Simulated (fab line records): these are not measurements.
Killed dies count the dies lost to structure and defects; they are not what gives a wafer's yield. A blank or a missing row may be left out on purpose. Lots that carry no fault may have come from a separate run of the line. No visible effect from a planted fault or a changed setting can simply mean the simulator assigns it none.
fab line records || flow sky130
record: {"lots": 6, "wafers": 18, "last_day": 50}
route steps=708 shown DNWELL@35 PWDE@45
lots untouched by any fault: they come from a run of this same line in which no faults occurred
start_h: start of the lot's first displayed wafer, in hours after the record's first day || wait_h: hours elapsed since this lot's preceding step || " unchanged from the row above || L1.1+2: a single row standing in for several wafers || - either no value or no given start || * or withheld: withheld || < > ~ a bound
route shown NAME@n: names a module that has steps shown in the file, with the first one's number in the route || usual: mean and standard deviation over wafers with no fault || same: alike in all rows || chamber/n: place in a boat || sites: readings site by site || _std_site: the standard deviation of these || _edge_site: inner sites' mean taken away from outer sites' mean || radius_mm: for every site, how far away it sits from the centre of the wafer || mask NAME#n: copy n || behind: the last tool/chamber to shape the wafer || hold: why the lot went on hold/how many hours it stayed there/how the hold came to an end || device: the n, p or np transistor that did not switch || end of line: the route-end tests of the same wafers || a step with no rows: only its recipe || killed: the dies lost at the first sort to structure and to defects; this is not the yield of the wafer || map: per-die view of a wafer (x killed, . not killed, _ where there is no die)
set.NAME: setting as actually run; set.NAME@STEP: the setting as run at that earlier step || model.NAME: the simulator's own value behind a step, which no gauge read
lots at selected steps of the route; one table per step, one row per wafer
services: a tool's chamber out of use, with start hour (start_h, from the record's first day; less than 0 if before it), hours out, and reason
== steps ==
step: SKY_DNWELL_DEHYDRATE_00
recipe: {"temp_c": 200, "time_s": 60}
step: SKY_DNWELL_HMDS_01
recipe: {"prime_time_s": 60, "prime_temp_c": 120}
step: SKY_DNWELL_COAT_02
recipe: {"spin_rpm": 2000, "resist_thk_nm": 3000}
step: SKY_DNWELL_SOFTBAKE_03
recipe: {"temp_c": 110, "time_s": "withheld"}
step: SKY_DNWELL_EXPOSE_04
recipe: {"mask_id": "DNM", "na": 0.57, "target_cd_nm": 3000, "dose_mj": 222}
step: SKY_DNWELL_PEB_05
recipe: {"temp_c": 115, "time_s": "withheld"}
step: SKY_DNWELL_DEVELOP_06
recipe: {"wall_angle_deg": 90, "developer": "TMAH", "develop_time_s": 60, "dev_temp_c": 23}
step: SKY_DNWELL_IMPLANT_07
recipe: {"species": "P", "energy_kev": "withheld", "dose_cm2": "withheld", "tilt_deg": "withheld"}
step: SKY_DNWELL_STRIP_08
recipe: {"chemistry": "O2/N2", "power_w": 1400, "pressure_mtorr": 1500, "platen_temp_c": "withheld", "o2_flow_sccm": 3000, "n2_flow_sccm": 300, "overash_fraction": 0.5}
usual: {"drypump_motor_current_A": "5.6/0.56", "oes_product_au": "0.722/0.0048", "strip_time_to_endpoint_s": "36.93/0.095"}
{"lot.wafer": "L369.1", "tool": "plasma_asher-02", "chamber": 1, "start_h": 74.41, "wait_h": 0.1, "drypump_motor_current_A": 5.7, "oes_product_au": 0.730, "rf_hours_counter_h": 39, "strip_time_to_endpoint_s": 36.91}
{"lot.wafer": "L369.2", "tool": "plasma_asher-02", "chamber": 0, "start_h": 74.41, "wait_h": 0.1, "drypump_motor_current_A": 5.3, "oes_product_au": 0.726, "rf_hours_counter_h": 39, "strip_time_to_endpoint_s": 36.94}
{"lot.wafer": "L369.4", "tool": "plasma_asher-02", "chamber": 1, "start_h": 74.41, "wait_h": 0.1, "drypump_motor_current_A": 5.7, "oes_product_au": 0.721, "rf_hours_counter_h": "-", "strip_time_to_endpoint_s": 36.87}
{"lot.wafer": "L375.2", "tool": "plasma_asher-01", "chamber": 0, "start_h": 105.57, "wait_h": 0.1, "drypump_motor_current_A": 5.0, "oes_product_au": 0.727, "rf_hours_counter_h": 42, "strip_time_to_endpoint_s": 36.89}
{"lot.wafer": "L375.4", "tool": "plasma_asher-01", "chamber": 0, "start_h": 105.57, "wait_h": 0.1, "drypump_motor_current_A": 5.0, "oes_product_au": 0.724, "rf_hours_counter_h": "-", "strip_time_to_endpoint_s": 37.05}
{"lot.wafer": "L375.6", "tool": "plasma_asher-01", "chamber": 0, "start_h": 105.57, "wait_h": 0.1, "drypump_motor_current_A": 5.0, "oes_product_au": 0.721, "rf_hours_counter_h": "-", "strip_time_to_endpoint_s": 37.06}
{"lot.wafer": "L381.2", "tool": "plasma_asher-02", "chamber": 0, "start_h": 137.32, "wait_h": 0.1, "drypump_motor_current_A": 5.3, "oes_product_au": 0.727, "rf_hours_counter_h": 2, "strip_time_to_endpoint_s": 36.89}
{"lot.wafer": "L381.3", "tool": "plasma_asher-02", "chamber": 1, "start_h": 137.32, "wait_h": 0.1, "drypump_motor_current_A": 5.7, "oes_product_au": 0.722, "rf_hours_counter_h": "-", "strip_time_to_endpoint_s": 36.90}
{"lot.wafer": "L381.4", "tool": "plasma_asher-02", "chamber": 0, "start_h": 137.32, "wait_h": 0.1, "drypump_motor_current_A": 5.3, "oes_product_au": 0.720, "rf_hours_counter_h": "-", "strip_time_to_endpoint_s": 36.83}
{"lot.wafer": "L382.1", "tool": "plasma_asher-04", "chamber": 1, "start_h": 142.48, "wait_h": 0.1, "drypump_motor_current_A": 6.3, "oes_product_au": 0.720, "rf_hours_counter_h": 34, "strip_time_to_endpoint_s": 36.92}
{"lot.wafer": "L382.3", "tool": "plasma_asher-04", "chamber": 1, "start_h": 142.48, "wait_h": 0.1, "drypump_motor_current_A": 6.4, "oes_product_au": 0.725, "rf_hours_counter_h": "-", "strip_time_to_endpoint_s": 36.87}
{"lot.wafer": "L382.5", "tool": "plasma_asher-04", "chamber": 0, "start_h": 142.48, "wait_h": 0.1, "drypump_motor_current_A": 5.0, "oes_product_au": 0.719, "rf_hours_counter_h": "-", "strip_time_to_endpoint_s": 36.88}
{"lot.wafer": "L385.1", "tool": "plasma_asher-01", "chamber": 1, "start_h": 162.73, "wait_h": 0.1, "drypump_motor_current_A": 6.1, "oes_product_au": 0.717, "rf_hours_counter_h": 49, "strip_time_to_endpoint_s": 36.99}
{"lot.wafer": "L385.2", "tool": "plasma_asher-01", "chamber": 0, "start_h": 162.73, "wait_h": 0.1, "drypump_motor_current_A": 5.0, "oes_product_au": 0.727, "rf_hours_counter_h": 49, "strip_time_to_endpoint_s": 36.97}
{"lot.wafer": "L385.6", "tool": "plasma_asher-01", "chamber": 0, "start_h": 162.73, "wait_h": 0.1, "drypump_motor_current_A": 5.0, "oes_product_au": 0.720, "rf_hours_counter_h": "-", "strip_time_to_endpoint_s": 36.95}
{"lot.wafer": "L386.1", "tool": "plasma_asher-04", "chamber": 1, "start_h": 167.26, "wait_h": 0.1, "drypump_motor_current_A": 6.3, "oes_product_au": 0.714, "rf_hours_counter_h": 37, "strip_time_to_endpoint_s": 37.04}
{"lot.wafer": "L386.3", "tool": "plasma_asher-04", "chamber": 1, "start_h": 167.26, "wait_h": 0.1, "drypump_motor_current_A": 6.4, "oes_product_au": 0.719, "rf_hours_counter_h": "-", "strip_time_to_endpoint_s": 36.99}
{"lot.wafer": "L386.4", "tool": "plasma_asher-04", "chamber": 0, "start_h": 167.26, "wait_h": 0.1, "drypump_motor_current_A": 5.0, "oes_product_au": 0.726, "rf_hours_counter_h": "-", "strip_time_to_endpoint_s": 37.06}
step: SKY_DNWELL_TW_MEAS_09
usual: {"DNWELL_TW": "1121/7.8"}
{"lot.wafer": "L369.1", "tool": "film_metro-01", "chamber": "-", "start_h": 74.51, "wait_h": 0.1, "DNWELL_TW": 1127}
{"lot.wafer": "L369.2", "tool": "film_metro-01", "chamber": "-", "start_h": 74.51, "wait_h": 0.1, "DNWELL_TW": 1130}
{"lot.wafer": "L369.4", "tool": "film_metro-01", "chamber": "-", "start_h": 74.51, "wait_h": 0.1, "DNWELL_TW": 1129}
{"lot.wafer": "L375.2", "tool": "film_metro-01", "chamber": "-", "start_h": 105.68, "wait_h": 0.1, "DNWELL_TW": 1124}
{"lot.wafer": "L375.4", "tool": "film_metro-01", "chamber": "-", "start_h": 105.68, "wait_h": 0.1, "DNWELL_TW": 1113}
{"lot.wafer": "L375.6", "tool": "film_metro-01", "chamber": "-", "start_h": 105.68, "wait_h": 0.1, "DNWELL_TW": 1130}
{"lot.wafer": "L381.2", "tool": "film_metro-04", "chamber": "-", "start_h": 137.43, "wait_h": 0.1, "DNWELL_TW": 1118}
{"lot.wafer": "L381.3", "tool": "film_metro-04", "chamber": "-", "start_h": 137.43, "wait_h": 0.1, "DNWELL_TW": 1112}
{"lot.wafer": "L381.4", "tool": "film_metro-04", "chamber": "-", "start_h": 137.43, "wait_h": 0.1, "DNWELL_TW": 1115}
{"lot.wafer": "L382.1", "tool": "film_metro-02", "chamber": "-", "start_h": 142.58, "wait_h": 0.1, "DNWELL_TW": 1105}
{"lot.wafer": "L382.3", "tool": "film_metro-02", "chamber": "-", "start_h": 142.58, "wait_h": 0.1, "DNWELL_TW": 1110}
{"lot.wafer": "L382.5", "tool": "film_metro-02", "chamber": "-", "start_h": 142.58, "wait_h": 0.1, "DNWELL_TW": 1102}
{"lot.wafer": "L385.1", "tool": "film_metro-04", "chamber": "-", "start_h": 162.83, "wait_h": 0.1, "DNWELL_TW": 1130}
{"lot.wafer": "L385.2", "tool": "film_metro-04", "chamber": "-", "start_h": 162.83, "wait_h": 0.1, "DNWELL_TW": 1127}
{"lot.wafer": "L385.6", "tool": "film_metro-04", "chamber": "-", "start_h": 162.83, "wait_h": 0.1, "DNWELL_TW": 1133}
{"lot.wafer": "L386.1", "tool": "film_metro-01", "chamber": "-", "start_h": 167.36, "wait_h": 0.1, "DNWELL_TW": 1116}
{"lot.wafer": "L386.3", "tool": "film_metro-01", "chamber": "-", "start_h": 167.36, "wait_h": 0.1, "DNWELL_TW": 1124}
{"lot.wafer": "L386.4", "tool": "film_metro-01", "chamber": "-", "start_h": 167.36, "wait_h": 0.1, "DNWELL_TW": 1122}
step: SKY_PWDE_DEHYDRATE_00
recipe: {"temp_c": 200, "time_s": 60}
step: SKY_PWDE_HMDS_01
recipe: {"prime_time_s": 60, "prime_temp_c": 120}
step: SKY_PWDE_COAT_02
recipe: {"spin_rpm": 2000, "resist_thk_nm": 3000}
usual: {"dispense_pressure_kPa": "54.0/2.5"}
{"lot.wafer": "L369.1", "tool": "litho_track-02", "chamber": 0, "start_h": 82.47, "wait_h": 0.1, "dispense_pressure_kPa": 56.2, "model.coat_of_PWDE_COAT_02.thk_nm": 3005}
{"lot.wafer": "L369.2", "tool": "litho_track-02", "chamber": 0, "start_h": 82.47, "wait_h": 0.1, "dispense_pressure_kPa": 56.2, "model.coat_of_PWDE_COAT_02.thk_nm": 3015}
{"lot.wafer": "L369.4", "tool": "litho_track-02", "chamber": 0, "start_h": 82.47, "wait_h": 0.1, "dispense_pressure_kPa": 56.3, "model.coat_of_PWDE_COAT_02.thk_nm": 2999}
{"lot.wafer": "L375.2", "tool": "litho_track-01", "chamber": 0, "start_h": 114.53, "wait_h": 0.1, "dispense_pressure_kPa": 51.3, "model.coat_of_PWDE_COAT_02.thk_nm": 3001}
{"lot.wafer": "L375.4", "tool": "litho_track-01", "chamber": 0, "start_h": 114.53, "wait_h": 0.1, "dispense_pressure_kPa": 51.3, "model.coat_of_PWDE_COAT_02.thk_nm": 3005}
{"lot.wafer": "L375.6", "tool": "litho_track-01", "chamber": 0, "start_h": 114.53, "wait_h": 0.1, "dispense_pressure_kPa": 51.3, "model.coat_of_PWDE_COAT_02.thk_nm": 2996}
{"lot.wafer": "L381.2", "tool": "litho_track-01", "chamber": 0, "start_h": 147.02, "wait_h": 0.1, "dispense_pressure_kPa": 51.3, "model.coat_of_PWDE_COAT_02.thk_nm": 1259}
{"lot.wafer": "L381.3", "tool": "litho_track-01", "chamber": 0, "start_h": 147.02, "wait_h": 0.1, "dispense_pressure_kPa": 51.3, "model.coat_of_PWDE_COAT_02.thk_nm": 3017}
{"lot.wafer": "L381.4", "tool": "litho_track-01", "chamber": 0, "start_h": 147.02, "wait_h": 0.1, "dispense_pressure_kPa": 51.3, "model.coat_of_PWDE_COAT_02.thk_nm": 3009}
{"lot.wafer": "L382.1", "tool": "litho_track-02", "chamber": 0, "start_h": 152.37, "wait_h": 0.1, "dispense_pressure_kPa": 56.3, "model.coat_of_PWDE_COAT_02.thk_nm": 2993}
{"lot.wafer": "L382.3", "tool": "litho_track-02", "chamber": 0, "start_h": 152.37, "wait_h": 0.1, "dispense_pressure_kPa": 56.2, "model.coat_of_PWDE_COAT_02.thk_nm": 2996}
{"lot.wafer": "L382.5", "tool": "litho_track-02", "chamber": 0, "start_h": 152.37, "wait_h": 0.1, "dispense_pressure_kPa": 56.3, "model.coat_of_PWDE_COAT_02.thk_nm": 2985}
{"lot.wafer": "L385.1", "tool": "litho_track-01", "chamber": 0, "start_h": 172.80, "wait_h": 0.1, "dispense_pressure_kPa": 51.3, "model.coat_of_PWDE_COAT_02.thk_nm": 1262}
{"lot.wafer": "L385.2", "tool": "litho_track-01", "chamber": 0, "start_h": 172.80, "wait_h": 0.1, "dispense_pressure_kPa": 51.3, "model.coat_of_PWDE_COAT_02.thk_nm": 1260}
{"lot.wafer": "L385.6", "tool": "litho_track-01", "chamber": 0, "start_h": 172.80, "wait_h": 0.1, "dispense_pressure_kPa": 51.3, "model.coat_of_PWDE_COAT_02.thk_nm": 1259}
{"lot.wafer": "L386.1", "tool": "litho_track-03", "chamber": 0, "start_h": 177.16, "wait_h": 0.1, "dispense_pressure_kPa": 56.4, "model.coat_of_PWDE_COAT_02.thk_nm": 3005}
{"lot.wafer": "L386.3", "tool": "litho_track-03", "chamber": 0, "start_h": 177.16, "wait_h": 0.1, "dispense_pressure_kPa": 56.3, "model.coat_of_PWDE_COAT_02.thk_nm": 3010}
{"lot.wafer": "L386.4", "tool": "litho_track-03", "chamber": 0, "start_h": 177.16, "wait_h": 0.1, "dispense_pressure_kPa": 56.3, "model.coat_of_PWDE_COAT_02.thk_nm": 3002}
step: SKY_PWDE_SOFTBAKE_03
recipe: {"temp_c": 110, "time_s": "withheld"}
step: SKY_PWDE_EXPOSE_04
recipe: {"mask_id": "PWDEM", "na": 0.6, "source_shape": "conventional", "sigma_outer": 0.6, "polarization": "unpolarized", "target_cd_nm": 840, "dose_mj": 214}
step: SKY_PWDE_PEB_05
recipe: {"temp_c": 115, "time_s": "withheld"}
step: SKY_PWDE_DEVELOP_06
recipe: {"wall_angle_deg": 90, "developer": "TMAH", "develop_time_s": 60, "dev_temp_c": 23}
{"lot.wafer": "L369.1", "tool": "litho_track-02", "chamber": 0, "start_h": "-", "wait_h": "-", "model.coat_of_PWDE_COAT_02.thk_nm": 3001}
{"lot.wafer": "L369.2", "tool": "litho_track-02", "chamber": 0, "start_h": "-", "wait_h": "-", "model.coat_of_PWDE_COAT_02.thk_nm": 3011}
{"lot.wafer": "L369.4", "tool": "litho_track-02", "chamber": 0, "start_h": "-", "wait_h": "-", "model.coat_of_PWDE_COAT_02.thk_nm": 2995}
{"lot.wafer": "L375.2", "tool": "litho_track-03", "chamber": 0, "start_h": "-", "wait_h": "-", "model.coat_of_PWDE_COAT_02.thk_nm": 2997}
{"lot.wafer": "L375.4", "tool": "litho_track-03", "chamber": 0, "start_h": "-", "wait_h": "-", "model.coat_of_PWDE_COAT_02.thk_nm": 3000}
{"lot.wafer": "L375.6", "tool": "litho_track-03", "chamber": 0, "start_h": "-", "wait_h": "-", "model.coat_of_PWDE_COAT_02.thk_nm": 2992}
{"lot.wafer": "L381.2", "tool": "litho_track-01", "chamber": 0, "start_h": "-", "wait_h": "-", "model.coat_of_PWDE_COAT_02.thk_nm": 1255}
{"lot.wafer": "L381.3", "tool": "litho_track-01", "chamber": 0, "start_h": "-", "wait_h": "-", "model.coat_of_PWDE_COAT_02.thk_nm": 3013}
{"lot.wafer": "L381.4", "tool": "litho_track-01", "chamber": 0, "start_h": "-", "wait_h": "-", "model.coat_of_PWDE_COAT_02.thk_nm": 3005}
{"lot.wafer": "L382.1", "tool": "litho_track-01", "chamber": 0, "start_h": "-", "wait_h": "-", "model.coat_of_PWDE_COAT_02.thk_nm": 2989}
{"lot.wafer": "L382.3", "tool": "litho_track-01", "chamber": 0, "start_h": "-", "wait_h": "-", "model.coat_of_PWDE_COAT_02.thk_nm": 2991}
{"lot.wafer": "L382.5", "tool": "litho_track-01", "chamber": 0, "start_h": "-", "wait_h": "-", "model.coat_of_PWDE_COAT_02.thk_nm": 2980}
{"lot.wafer": "L385.1", "tool": "litho_track-02", "chamber": 0, "start_h": "-", "wait_h": "-", "model.coat_of_PWDE_COAT_02.thk_nm": 1258}
{"lot.wafer": "L385.2", "tool": "litho_track-02", "chamber": 0, "start_h": "-", "wait_h": "-", "model.coat_of_PWDE_COAT_02.thk_nm": 1256}
{"lot.wafer": "L385.6", "tool": "litho_track-02", "chamber": 0, "start_h": "-", "wait_h": "-", "model.coat_of_PWDE_COAT_02.thk_nm": 1255}
{"lot.wafer": "L386.1", "tool": "litho_track-01", "chamber": 0, "start_h": "-", "wait_h": "-", "model.coat_of_PWDE_COAT_02.thk_nm": 3001}
{"lot.wafer": "L386.3", "tool": "litho_track-01", "chamber": 0, "start_h": "-", "wait_h": "-", "model.coat_of_PWDE_COAT_02.thk_nm": 3006}
{"lot.wafer": "L386.4", "tool": "litho_track-01", "chamber": 0, "start_h": "-", "wait_h": "-", "model.coat_of_PWDE_COAT_02.thk_nm": 2998}
step: SKY_PWDE_OVL_MEAS_07
usual: {"PWDE_OVL": "1.4/1.7"}
{"lot.wafer": "L369.1", "tool": "overlay-02", "chamber": "-", "start_h": 91.62, "wait_h": "-", "PWDE_OVL[nm]": 1.6}
{"lot.wafer": "L369.2", "tool": "overlay-02", "chamber": "-", "start_h": 91.62, "wait_h": "-", "PWDE_OVL[nm]": 2.7}
{"lot.wafer": "L369.4", "tool": "overlay-02", "chamber": "-", "start_h": 91.62, "wait_h": "-", "PWDE_OVL[nm]": 0.7}
{"lot.wafer": "L375.2", "tool": "overlay-02", "chamber": "-", "start_h": 124.07, "wait_h": "-", "PWDE_OVL[nm]": -3.0}
{"lot.wafer": "L375.4", "tool": "overlay-02", "chamber": "-", "start_h": 124.07, "wait_h": "-", "PWDE_OVL[nm]": -3.8}
{"lot.wafer": "L375.6", "tool": "overlay-02", "chamber": "-", "start_h": 124.07, "wait_h": "-", "PWDE_OVL[nm]": 0.2}
{"lot.wafer": "L381.2", "tool": "overlay-02", "chamber": "-", "start_h": 157.16, "wait_h": "-", "PWDE_OVL[nm]": -0.2}
{"lot.wafer": "L381.3", "tool": "overlay-02", "chamber": "-", "start_h": 157.16, "wait_h": "-", "PWDE_OVL[nm]": 1.5}
{"lot.wafer": "L381.4", "tool": "overlay-02", "chamber": "-", "start_h": 157.16, "wait_h": "-", "PWDE_OVL[nm]": 0.3}
{"lot.wafer": "L382.1", "tool": "overlay-01", "chamber": "-", "start_h": 162.70, "wait_h": "-", "PWDE_OVL[nm]": 2.7}
{"lot.wafer": "L382.3", "tool": "overlay-01", "chamber": "-", "start_h": 162.70, "wait_h": "-", "PWDE_OVL[nm]": 1.0}
{"lot.wafer": "L382.5", "tool": "overlay-01", "chamber": "-", "start_h": 162.70, "wait_h": "-", "PWDE_OVL[nm]": 0.9}
{"lot.wafer": "L385.1", "tool": "overlay-01", "chamber": "-", "start_h": 183.77, "wait_h": "-", "PWDE_OVL[nm]": 3.8}
{"lot.wafer": "L385.2", "tool": "overlay-01", "chamber": "-", "start_h": 183.77, "wait_h": "-", "PWDE_OVL[nm]": 1.3}
{"lot.wafer": "L385.6", "tool": "overlay-01", "chamber": "-", "start_h": 183.77, "wait_h": "-", "PWDE_OVL[nm]": 2.9}
{"lot.wafer": "L386.1", "tool": "overlay-01", "chamber": "-", "start_h": 188.35, "wait_h": "-", "PWDE_OVL[nm]": 1.9}
{"lot.wafer": "L386.3", "tool": "overlay-01", "chamber": "-", "start_h": 188.35, "wait_h": "-", "PWDE_OVL[nm]": 1.1}
{"lot.wafer": "L386.4", "tool": "overlay-01", "chamber": "-", "start_h": 188.35, "wait_h": "-", "PWDE_OVL[nm]": 1.5}
step: SKY_PWDE_IMPLANT_08
recipe: {"species": "B", "energy_kev": 150, "dose_cm2": 3.6e+12, "tilt_deg": "withheld"}
step: SKY_PWDE_STRIP_09
recipe: {"chemistry": "O2/N2", "power_w": 1400, "pressure_mtorr": 1500, "platen_temp_c": "withheld", "o2_flow_sccm": 3000, "n2_flow_sccm": 300, "overash_fraction": 0.5}
usual: {"drypump_motor_current_A": "5.6/0.53", "oes_product_au": "0.722/0.0047", "strip_time_to_endpoint_s": "36.97/0.09"}
{"lot.wafer": "L369.1", "tool": "plasma_asher-04", "chamber": 1, "start_h": 91.80, "wait_h": 0.1, "drypump_motor_current_A": 6.4, "oes_product_au": 0.730, "rf_hours_counter_h": 28, "strip_time_to_endpoint_s": 36.97}
{"lot.wafer": "L369.2", "tool": "plasma_asher-04", "chamber": 0, "start_h": 91.80, "wait_h": 0.1, "drypump_motor_current_A": 5.0, "oes_product_au": 0.731, "rf_hours_counter_h": 28, "strip_time_to_endpoint_s": 37.09}
{"lot.wafer": "L369.4", "tool": "plasma_asher-04", "chamber": 0, "start_h": 91.80, "wait_h": 0.1, "drypump_motor_current_A": 5.0, "oes_product_au": 0.722, "rf_hours_counter_h": "-", "strip_time_to_endpoint_s": 36.92}
{"lot.wafer": "L375.2", "tool": "plasma_asher-04", "chamber": 1, "start_h": 124.25, "wait_h": 0.1, "drypump_motor_current_A": 6.4, "oes_product_au": 0.716, "rf_hours_counter_h": 33, "strip_time_to_endpoint_s": 36.92}
{"lot.wafer": "L375.4", "tool": "plasma_asher-04", "chamber": 0, "start_h": 124.25, "wait_h": 0.1, "drypump_motor_current_A": 5.0, "oes_product_au": 0.730, "rf_hours_counter_h": "-", "strip_time_to_endpoint_s": 36.97}
{"lot.wafer": "L375.6", "tool": "plasma_asher-04", "chamber": 0, "start_h": 124.25, "wait_h": 0.1, "drypump_motor_current_A": 5.0, "oes_product_au": 0.729, "rf_hours_counter_h": "-", "strip_time_to_endpoint_s": 36.87}
{"lot.wafer": "L381.2", "tool": "plasma_asher-03", "chamber": 0, "start_h": 157.34, "wait_h": 0.1, "drypump_motor_current_A": 5.6, "oes_product_au": 0.711, "rf_hours_counter_h": 43, "strip_time_to_endpoint_s": 16.53}
{"lot.wafer": "L381.3", "tool": "plasma_asher-03", "chamber": 1, "start_h": 157.34, "wait_h": 0.1, "drypump_motor_current_A": 5.7, "oes_product_au": 0.722, "rf_hours_counter_h": "-", "strip_time_to_endpoint_s": 37.13}
{"lot.wafer": "L381.4", "tool": "plasma_asher-03", "chamber": 0, "start_h": 157.34, "wait_h": 0.1, "drypump_motor_current_A": 5.6, "oes_product_au": 0.723, "rf_hours_counter_h": "-", "strip_time_to_endpoint_s": 37.04}
{"lot.wafer": "L382.1", "tool": "plasma_asher-04", "chamber": 0, "start_h": 162.89, "wait_h": 0.1, "drypump_motor_current_A": 5.0, "oes_product_au": 0.724, "rf_hours_counter_h": 36, "strip_time_to_endpoint_s": 36.84}
{"lot.wafer": "L382.3", "tool": "plasma_asher-04", "chamber": 1, "start_h": 162.89, "wait_h": 0.1, "drypump_motor_current_A": 6.3, "oes_product_au": 0.722, "rf_hours_counter_h": "-", "strip_time_to_endpoint_s": 36.86}
{"lot.wafer": "L382.5", "tool": "plasma_asher-04", "chamber": 0, "start_h": 162.89, "wait_h": 0.1, "drypump_motor_current_A": 5.0, "oes_product_au": 0.726, "rf_hours_counter_h": "-", "strip_time_to_endpoint_s": 36.74}
{"lot.wafer": "L385.1", "tool": "plasma_asher-01", "chamber": 0, "start_h": 183.95, "wait_h": 0.1, "drypump_motor_current_A": 4.9, "oes_product_au": 0.714, "rf_hours_counter_h": 51, "strip_time_to_endpoint_s": 16.56}
{"lot.wafer": "L385.2", "tool": "plasma_asher-01", "chamber": 1, "start_h": 183.95, "wait_h": 0.1, "drypump_motor_current_A": 6.1, "oes_product_au": 0.714, "rf_hours_counter_h": 51, "strip_time_to_endpoint_s": 16.52}
{"lot.wafer": "L385.6", "tool": "plasma_asher-01", "chamber": 0, "start_h": 183.95, "wait_h": 0.1, "drypump_motor_current_A": 5.0, "oes_product_au": 0.717, "rf_hours_counter_h": "-", "strip_time_to_endpoint_s": 16.51}
{"lot.wafer": "L386.1", "tool": "plasma_asher-01", "chamber": 1, "start_h": 188.54, "wait_h": 0.1, "drypump_motor_current_A": 6.1, "oes_product_au": 0.719, "rf_hours_counter_h": 51, "strip_time_to_endpoint_s": 36.98}
{"lot.wafer": "L386.3", "tool": "plasma_asher-01", "chamber": 0, "start_h": 188.54, "wait_h": 0.1, "drypump_motor_current_A": 5.0, "oes_product_au": 0.724, "rf_hours_counter_h": "-", "strip_time_to_endpoint_s": 37.02}
{"lot.wafer": "L386.4", "tool": "plasma_asher-01", "chamber": 1, "start_h": 188.54, "wait_h": 0.1, "drypump_motor_current_A": 6.1, "oes_product_au": 0.722, "rf_hours_counter_h": "-", "strip_time_to_endpoint_s": 36.92}
step: SKY_PWDE_TW_MEAS_10
usual: {"PWDE_TW": "376.3/2.4"}
{"lot.wafer": "L369.1", "tool": "film_metro-01", "chamber": "-", "start_h": 91.90, "wait_h": 0.1, "PWDE_TW": 379.2}
{"lot.wafer": "L369.2", "tool": "film_metro-01", "chamber": "-", "start_h": 91.90, "wait_h": 0.1, "PWDE_TW": 378.7}
{"lot.wafer": "L369.4", "tool": "film_metro-01", "chamber": "-", "start_h": 91.90, "wait_h": 0.1, "PWDE_TW": 379.6}
{"lot.wafer": "L375.2", "tool": "film_metro-02", "chamber": "-", "start_h": 124.36, "wait_h": 0.1, "PWDE_TW": 373.4}
{"lot.wafer": "L375.4", "tool": "film_metro-02", "chamber": "-", "start_h": 124.36, "wait_h": 0.1, "PWDE_TW": 373.9}
{"lot.wafer": "L375.6", "tool": "film_metro-02", "chamber": "-", "start_h": 124.36, "wait_h": 0.1, "PWDE_TW": 373.7}
{"lot.wafer": "L381.2", "tool": "film_metro-01", "chamber": "-", "start_h": 157.45, "wait_h": 0.1, "PWDE_TW": 375.7}
{"lot.wafer": "L381.3", "tool": "film_metro-01", "chamber": "-", "start_h": 157.45, "wait_h": 0.1, "PWDE_TW": 377.3}
{"lot.wafer": "L381.4", "tool": "film_metro-01", "chamber": "-", "start_h": 157.45, "wait_h": 0.1, "PWDE_TW": 376.7}
{"lot.wafer": "L382.1", "tool": "film_metro-02", "chamber": "-", "start_h": 162.99, "wait_h": 0.1, "PWDE_TW": 375.8}
{"lot.wafer": "L382.3", "tool": "film_metro-02", "chamber": "-", "start_h": 162.99, "wait_h": 0.1, "PWDE_TW": 370.4}
{"lot.wafer": "L382.5", "tool": "film_metro-02", "chamber": "-", "start_h": 162.99, "wait_h": 0.1, "PWDE_TW": 375.9}
{"lot.wafer": "L385.1", "tool": "film_metro-04", "chamber": "-", "start_h": 184.05, "wait_h": 0.1, "PWDE_TW": 378.7}
{"lot.wafer": "L385.2", "tool": "film_metro-04", "chamber": "-", "start_h": 184.05, "wait_h": 0.1, "PWDE_TW": 377.7}
{"lot.wafer": "L385.6", "tool": "film_metro-04", "chamber": "-", "start_h": 184.05, "wait_h": 0.1, "PWDE_TW": 379.3}
{"lot.wafer": "L386.1", "tool": "film_metro-02", "chamber": "-", "start_h": 188.64, "wait_h": 0.1, "PWDE_TW": 373.5}
{"lot.wafer": "L386.3", "tool": "film_metro-02", "chamber": "-", "start_h": 188.64, "wait_h": 0.1, "PWDE_TW": 375.1}
{"lot.wafer": "L386.4", "tool": "film_metro-02", "chamber": "-", "start_h": 188.64, "wait_h": 0.1, "PWDE_TW": 371.6}
== services ==
{"tool": "litho_track-03", "chamber": "-", "start_h": 65.23, "hours": "-", "kind": "consumable_replace:filter"}
{"tool": "plasma_asher-03", "chamber": "-", "start_h": 77.65, "hours": 14.6, "kind": "pm"}
{"tool": "plasma_asher-03", "chamber": "-", "start_h": 106.97, "hours": 9.7, "kind": "repair"}
{"tool": "plasma_asher-02", "chamber": "-", "start_h": 108.75, "hours": 9.0, "kind": "pm"}
{"tool": "plasma_asher-02", "chamber": 0, "start_h": 108.75, "hours": 9.0, "kind": "vent_cycle"}
{"tool": "plasma_asher-02", "chamber": 1, "start_h": 108.75, "hours": 9.0, "kind": "vent_cycle"}
{"tool": "plasma_asher-02", "chamber": 0, "start_h": 117.75, "hours": "-", "kind": "clean"}
{"tool": "plasma_asher-02", "chamber": 1, "start_h": 117.75, "hours": "-", "kind": "clean"}
{"tool": "plasma_asher-02", "chamber": "-", "start_h": 130.40, "hours": 1.4, "kind": "repair"}
== key ==
first_sign: {"step": "SKY_PWDE_STRIP_09", "reading": "strip_time_to_endpoint_s", "direction": "down", "sigmas": "99+", "usual": "*", "struck": "*"}
effect none on later readings
model_effect: {"step": "SKY_PWDE_COAT_02", "value": "coat_of_PWDE_COAT_02.thk_nm", "without": 3007, "struck": 1260}
model_effect: {"step": "SKY_PWDE_DEVELOP_06", "value": "coat_of_PWDE_COAT_02.thk_nm", "without": 3003, "struck": 1256}
met_at SKY_PWDE_COAT_02
struck_wafers L381.2,L385.1,L385.2,L385.6
sort_left_out L381.2,L385.1,L385.2,L385.6
tester_left_out L381,L385
onset_between 114.53 147.02
fault: {"kind": "process_parameter_drift", "tool": "litho_track-01", "chamber": "-", "onset_h": 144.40, "steps": "SKY_PWDE_COAT_02", "channel": "resist_thk_nm", "offset": -1742.9, "shape": "step", "end_h": 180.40, "scope": "struck_wafers_only", "acts_in": "these_recipes_only", "stated": 3000}
tester_left_out: of these lots the tester's yield and bins aren't shown, on N5 and GAA mostly nor the transistor test; their killed dies are dies lost to structure and defects alone, not to doping, threshold or leakage, so they don't give the yield
sort_left_out: the simulated sort isn't trusted on such a fault, so these wafers' sort isn't shown, and their yield isn't known
